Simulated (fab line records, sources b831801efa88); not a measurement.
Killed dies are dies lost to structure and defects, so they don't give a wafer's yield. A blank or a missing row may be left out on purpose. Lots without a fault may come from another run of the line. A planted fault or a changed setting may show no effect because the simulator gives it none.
Chamber matching | flow sfq_line | SFQ_TRILAYER_I4_VIA_ETCH_VIA_ETCH_106 on rie_diel-02: 4 sister chambers
The step etches SiO2 in CHF3, stops on Nb, target depth 260 nm. 14 wafers are shown with their chamber, then 7 later ones without.

WAFERS WITH THEIR CHAMBER
wafer  | chamber | oes_product_au (a.u.)
L611.2 | 2       | 0.853
L611.3 | 3       | 0.861
L611.6 | 1       | 0.856
L613.1 | 3       | 0.857
L613.3 | 2       | 0.846
L613.5 | 3       | 0.856
L616.2 | 2       | 0.857
L616.4 | 1       | 0.864
L616.6 | 3       | 0.859
L625.2 | 0       | 0.845
L625.3 | 2       | 0.856
L625.6 | 2       | 0.852
L627.2 | 2       | 0.858
L627.3 | 1       | 0.847

SIGNATURES (means of the wafers above)
reading        | chamber 0 | chamber 1 | chamber 2 | chamber 3 | scatter within a chamber
oes_product_au | 0.84500   | 0.85567   | 0.85367   | 0.85825   | 0.00507
Rule: a wafer's distance from a chamber is the root of the sum, over the readings, of the square of ((its reading less the chamber's mean) divided by the reading's scatter). The wafer belongs to the nearest chamber; if the next one is less than 2 further off, it can't be placed. The scatter: the root of (the sum of the squares of (reading less its chamber's mean) over the shown wafers, divided by (wafers less chambers)).

WAFERS WITHOUT THEIR CHAMBER
wafer  | oes_product_au (a.u.)
L627.6 | 0.857
L629.1 | 0.853
L629.3 | 0.852
L629.5 | 0.852
L632.2 | 0.850
L632.4 | 0.852
L632.6 | 0.856

WHICH CHAMBER EACH WENT THROUGH
wafer  | from the rows above               | in truth
L627.6 | can't be placed: 3 or 1 or 2      | 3
L629.1 | can't be placed: 2 or 1 or 3 or 0 | 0
L629.3 | can't be placed: 2 or 1 or 3 or 0 | 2
L629.5 | can't be placed: 2 or 1 or 3 or 0 | 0
L632.2 | can't be placed: 2 or 0 or 1 or 3 | 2
L632.4 | can't be placed: 2 or 1 or 3 or 0 | 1
L632.6 | can't be placed: 1 or 3 or 2      | 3
Placed correctly: 0 of 7. Can't be placed from these rows: 7 (the true chamber is among the candidates in 7). Placed wrongly: 0.
